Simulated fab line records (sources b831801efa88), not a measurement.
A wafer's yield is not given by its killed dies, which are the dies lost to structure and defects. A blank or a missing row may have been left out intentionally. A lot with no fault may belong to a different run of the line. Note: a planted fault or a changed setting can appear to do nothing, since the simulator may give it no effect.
Which of the tools did it? -- flow sky130 -- 12 lots, 36 wafers sampled, at 3 steps of a route of 708

WHAT THE GAUGES SHOWED, per wafer
SKY_LDD_LDN_OVL_MEAS_07. Usual: LDD_LDN_OVL gives 0.1 nm (standard deviation 1.1).
lot,measured,on,LDD_LDN_OVL (nm),flag
L770,day 22 21:17,overlay-02,-0.1 1.6 -0.2,
L773,day 24 08:14,overlay-02,-0.5 -0.4 2.3,
L774,day 24 08:43,overlay-02,-0.2 -1.0 0.6,
L779,day 26 11:43,overlay-01,-0.3 0.3 -1.3,
L781,day 27 06:26,overlay-02,-0.5 -0.9 0.5,
L782,day 27 20:05,overlay-01,0.5 1.5 -0.3,
L784,day 28 13:06,overlay-02,2.4 -0.8 1.8,
L786,day 28 21:48,overlay-02,-0.4 -1.0 -2.0,
L785,day 28 22:07,overlay-02,2.7 2.2 2.9,
L789,day 29 14:38,overlay-01,-0.4 -1.3 -1.7,
L793,day 30 19:18,overlay-01,1.0 0.7 -1.0,
L792,day 30 20:04,overlay-01,-1.5 -1.0 -2.5,

EACH LOT AND THE TOOL THAT RAN IT (in order: tool; ch and the chambers of the sampled wafers; start)
lot,SKY_LDD_P_STRIP_10,SKY_LDD_HVP_STRIP_09
L770,"plasma_asher-01 ch 0,1, day 19 02:08","plasma_asher-04 ch 0,1, day 21 15:23"
L773,"plasma_asher-01 ch 0,1, day 20 13:28","plasma_asher-02 ch 0,1, day 23 02:18"
L774,"plasma_asher-01 ch 0,1, day 20 14:04","plasma_asher-04 ch 0,1, day 23 03:16"
L779,"plasma_asher-03 ch 0,1, day 22 19:43","plasma_asher-02 ch 0,1, day 25 07:16"
L781,"plasma_asher-04 ch 1, day 23 15:36","plasma_asher-02 ch 0,1, day 26 02:01"
L782,"plasma_asher-04 ch 0,1, day 24 05:08","plasma_asher-01 ch 0,1, day 26 15:38"
L784,"plasma_asher-01 ch 0,1, day 24 22:17","plasma_asher-02 ch 0,1, day 27 08:34"
L786,"plasma_asher-01 ch 0,1, day 25 07:26","plasma_asher-04 ch 0,1, day 27 17:17"
L785,"plasma_asher-03 ch 0,1, day 25 08:17","plasma_asher-04 ch 0,1, day 27 17:47"
L789,"plasma_asher-01 ch 0,1, day 26 00:50","plasma_asher-01 ch 0,1, day 28 10:38"
L793,"plasma_asher-03 ch 0,1, day 27 07:25","plasma_asher-04 ch 0,1, day 29 15:41"
L792,"plasma_asher-04 ch 0,1, day 27 07:41","plasma_asher-01 ch 0,1, day 29 16:31"
- SKY_LDD_P_STRIP_10: strips in O2/N2.
- SKY_LDD_HVP_STRIP_09: strips in O2/N2.

WHAT THE TOOLS THEMSELVES READ (means of the sampled wafers that have a number; where no wafer has one, the mark that the record gives instead)
SKY_LDD_P_STRIP_10. Usual: chamber_pressure_mTorr 1500.1 mTorr, standard deviation 1.4; drypump_motor_current_A 5.7 A, standard deviation 0.47; oes_product_au 0.715 a.u., standard deviation 0.0043; strip_time_to_endpoint_s 14.19 s, standard deviation 0.057.
lot,tool,chamber_pressure_mTorr (mTorr),drypump_motor_current_A (A),oes_product_au (a.u.),strip_time_to_endpoint_s (s),flag
L770,plasma_asher-01,1500.0,5.8,0.713,14.19,
L773,plasma_asher-01,1500.2,5.8,0.713,14.24,
L774,plasma_asher-01,1499.9,5.8,0.715,14.20,
L779,plasma_asher-03,1499.8,5.3,0.717,14.23,
L781,plasma_asher-04,1500.2,6.4,0.718,14.20,
L782,plasma_asher-04,1499.0,5.7,0.716,14.20,
L784,plasma_asher-01,1499.8,5.6,0.718,14.14,
L786,plasma_asher-01,1499.7,5.6,0.714,14.10,
L785,plasma_asher-03,1500.3,5.4,0.720,14.11,
L789,plasma_asher-01,1499.7,5.8,0.715,14.13,
L793,plasma_asher-03,1500.1,5.4,0.716,14.14,
L792,plasma_asher-04,1500.2,6.0,0.717,14.17,

SKY_LDD_HVP_STRIP_09. Usual: chamber_pressure_mTorr 1499.9 mTorr, standard deviation 1.3; drypump_motor_current_A 5.8 A, standard deviation 0.5; oes_product_au 0.408 a.u., standard deviation 0.0044; strip_time_to_endpoint_s 4.135 s, standard deviation 0.013.
lot,tool,chamber_pressure_mTorr (mTorr),drypump_motor_current_A (A),oes_product_au (a.u.),strip_time_to_endpoint_s (s),flag
L770,plasma_asher-04,1500.0,5.7,0.407,4.129,
L773,plasma_asher-02,1499.3,6.0,0.412,4.127,
L774,plasma_asher-04,1500.6,6.0,0.408,4.144,
L779,plasma_asher-02,1501.9,6.0,0.408,4.146,
L781,plasma_asher-02,1500.2,5.7,0.411,4.137,
L782,plasma_asher-01,1501.0,5.6,0.406,4.133,
L784,plasma_asher-02,1500.8,5.7,0.407,4.120,
L786,plasma_asher-04,1499.7,6.0,0.404,4.138,
L785,plasma_asher-04,1499.5,6.0,0.412,4.148,
L789,plasma_asher-01,1500.0,5.6,0.407,4.141,
L793,plasma_asher-04,1498.7,5.7,0.409,4.132,
L792,plasma_asher-01,1498.9,5.8,0.410,4.135,

THE ANSWER, worked out from the rows above alone
Rule: a lot is off if the mean of its wafers that have a number lies more than 3 standard deviations from the usual mean. A lot without any number at a reading at which 4 lots or more have one is off too. Any other lot the step has rows for is counted as sound. First the gauges in route order, then the tools' own readings, where a lot's mean is used as printed above. At the first step where some lot is off, the reading lying furthest off is the one used; lots without a number count as furthest.
Across all readings shown, no lot is off: no conclusion can be drawn from this.

WHAT THE SIMULATOR HAD INSERTED
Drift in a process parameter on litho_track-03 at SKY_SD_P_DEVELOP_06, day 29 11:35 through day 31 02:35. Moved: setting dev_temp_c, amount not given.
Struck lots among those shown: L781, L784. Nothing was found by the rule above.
